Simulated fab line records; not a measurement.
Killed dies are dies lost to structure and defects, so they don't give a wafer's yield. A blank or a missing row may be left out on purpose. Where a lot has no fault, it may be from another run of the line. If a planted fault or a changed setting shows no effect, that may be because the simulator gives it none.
Split-lot study + flow sfqLine + route with 325 steps; 5 lots, 23 wafers read

ABOUT THE SPLIT
At SFQ_TRILAYER_M2_LITHO_EXPOSE_058 (exposes mask M2, target cd 500 nm), the setting doseMj was moved away from the recipe's 14.4 on 4 of the 23 wafers read, by +5.4% to +6.6%. All remaining wafers had this setting at the recipe value.

FROM THE SPLIT TO THE READING: what the file shows between them, 2 steps
- SFQ_TRILAYER_M2_LITHO_PEB_060: peb time 60 s
- SFQ_TRILAYER_M2_LITHO_DEVELOP_059: time 60 s

THE READING
M2.cdNm (the simulator's own value, which no gauge read), in nm, at SFQ_TRILAYER_M2_BARC_OPEN_METAL_ETCH_077 (etches BARC in O2, target depth 125 nm, time 41.7 s). The file does not state a usual value for it. Average 500.6 nm, standard deviation 1.1 nm, over the 19 wafers here run with the recipe.

| wafer  | tool, chamber at the split | doseMj as run | against the recipe | M2.cdNm, nm | against lot-mates on the recipe |
|--------|----------------------------|---------------|--------------------|-------------|---------------------------------|
| L075.1 | krfScanner-01, 0           | 14.4          | recipe             | 501.1       | -                               |
| L075.2 | krfScanner-01, 0           | 14.4          | recipe             | 499.6       | -                               |
| L075.3 | krfScanner-01, 0           | 15.35         | +6.6%              | 489.2       | -10.3                           |
| L075.5 | krfScanner-01, 0           | 14.4          | recipe             | 497.9       | -                               |
| L075.6 | krfScanner-01, 0           | 15.35         | +6.6%              | 489.8       | -9.7                            |
| L080.1 | krfScanner-01, 0           | 14.4          | recipe             | 500.1       | -                               |
| L080.3 | krfScanner-01, 0           | 15.18         | +5.4%              | 491.1       | -8.9                            |
| L080.4 | krfScanner-01, 0           | 14.4          | recipe             | 499.5       | -                               |
| L080.5 | krfScanner-01, 0           | 15.18         | +5.4%              | 490.4       | -9.6                            |
| L080.6 | krfScanner-01, 0           | 14.4          | recipe             | 500.3       | -                               |
| L082.1 | krfScanner-01, 0           | 14.4          | recipe             | 500.9       | -                               |
| L082.2 | krfScanner-01, 0           | 14.4          | recipe             | 501.9       | -                               |
| L082.4 | krfScanner-01, 0           | 14.4          | recipe             | 500.3       | -                               |
| L082.5 | krfScanner-01, 0           | 14.4          | recipe             | 502.5       | -                               |
| L082.6 | krfScanner-01, 0           | 14.4          | recipe             | 502.6       | -                               |
| L084.1 | krfScanner-01, 0           | 14.4          | recipe             | 500.8       | -                               |
| L084.2 | krfScanner-01, 0           | 14.4          | recipe             | 500.6       | -                               |
| L084.4 | krfScanner-01, 0           | 14.4          | recipe             | 500.5       | -                               |
| L084.5 | krfScanner-01, 0           | 14.4          | recipe             | 500.6       | -                               |
| L084.6 | krfScanner-01, 0           | 14.4          | recipe             | 498.9       | -                               |
| L085.2 | krfScanner-01, 0           | 14.4          | recipe             | 501.1       | -                               |
| L085.3 | krfScanner-01, 0           | 14.4          | recipe             | 500.5       | -                               |
| L085.4 | krfScanner-01, 0           | 14.4          | recipe             | 500.8       | -                               |

THE FIT
A straight line over all 23 wafers: M2.cdNm changes by -1.73 nm for each +1% of doseMj; r = -0.97; the points scatter about the line by 1.1 nm.
The same after taking each lot's own level away (the mean of its wafers on the recipe; 23 wafers): -1.59 nm for each +1%; r = -0.98; scatter 0.81 nm.
Per that fit: largest doseMj move, reading shift of 11 nm.
Measured against the standard deviation above, the lots' own levels, which go from 499.53 to 501.64 nm, span 1.9 times it.
The two slopes are in agreement: the lot-to-lot level therefore moves the slope only a little.
Check: for one of the wafers moved furthest among these (+6.6%), held out of the fit, the line's prediction against its lot-mates is -10.6 nm. Against them it came out at -10.3 nm.

ADDITIONAL SPLITS CARRIED BY THESE WAFERS
These wafers also went through other splits before the reading. Each is held against what the fit with the lots' levels taken away leaves over:
| other split on the same wafers                   | wafers away from the commonest value | r with M2.cdNm (lot level and that fit taken away) |
|--------------------------------------------------|--------------------------------------|----------------------------------------------------|
| SFQ_TRILAYER_I1_VIA_BARC_OPEN_VIA_ETCH_071 timeS | 7                                    | +0.39                                              |
| SFQ_TRILAYER_M2_LITHO_COAT_057 spinRpm           | 9                                    | +0.07                                              |

FILE'S OWN FIT
M2.cdNm changes by -1.59 nm for each +1% of doseMj, r = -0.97.
